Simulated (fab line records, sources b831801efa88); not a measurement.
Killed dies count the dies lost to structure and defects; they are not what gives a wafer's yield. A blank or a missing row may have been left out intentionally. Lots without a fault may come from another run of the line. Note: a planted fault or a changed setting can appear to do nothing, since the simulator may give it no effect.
Chamber matching :: flow gf180mcu :: 4 sister chambers for GF_CONTACT_CMP_27 on cmp-02
The step polishes, stops on SiO2, t overpolish 15 s, target thk 0 nm. 4 wafers are shown with their chamber, then 9 later ones without.

## EACH WAFER AND ITS CHAMBER
wafer: L799.3
chamber: 0
motor_current_A (A): 8.8

wafer: L800.1
chamber: 1
motor_current_A (A): 11.5

wafer: L800.2
chamber: 3
motor_current_A (A): 11.9

wafer: L800.3
chamber: 2
motor_current_A (A): 11.3

## WAFERS WITHOUT THEIR CHAMBER
wafer: L802.4
motor_current_A (A): 8.2

wafer: L802.5
motor_current_A (A): 11.0

wafer: L802.6
motor_current_A (A): 11.4

wafer: L806.2
motor_current_A (A): 11.6

wafer: L806.4
motor_current_A (A): 10.8

wafer: L806.6
motor_current_A (A): 11.9

wafer: L807.1
motor_current_A (A): 11.5

wafer: L807.5
motor_current_A (A): 11.8

wafer: L807.6
motor_current_A (A): 12.0

## WHICH CHAMBER EACH WENT THROUGH
wafer: L802.4
from the rows above: 0
in truth: 0

wafer: L802.5
from the rows above: can't be placed: 2 or 1
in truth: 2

wafer: L802.6
from the rows above: can't be placed: 1 or 2 or 3
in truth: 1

wafer: L806.2
from the rows above: can't be placed: 1 or 2 or 3
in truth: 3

wafer: L806.4
from the rows above: can't be placed: 2 or 1
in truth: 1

wafer: L806.6
from the rows above: can't be placed: 3 or 1
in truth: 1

wafer: L807.1
from the rows above: can't be placed: 1 or 2 or 3
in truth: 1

wafer: L807.5
from the rows above: can't be placed: 3 or 1 or 2
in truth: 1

wafer: L807.6
from the rows above: can't be placed: 3 or 1
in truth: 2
Placed correctly: 1 of 9. Can't be placed from these rows: 8 (the true chamber is among the candidates in 7). Placed wrongly: 0.
How it was worked out, from the rows above alone: a wafer's distance from a chamber is the root of the sum, over the readings, of the square of ((its reading less the chamber's mean) divided by the reading's scatter). The wafer belongs to the nearest chamber; if the next one is less than 2 further off, it can't be placed. Each chamber's mean is taken over the wafers shown for it. The scatter: root of mean squared gap, hidden wafer to nearest shown wafer, with one shown wafer a chamber.
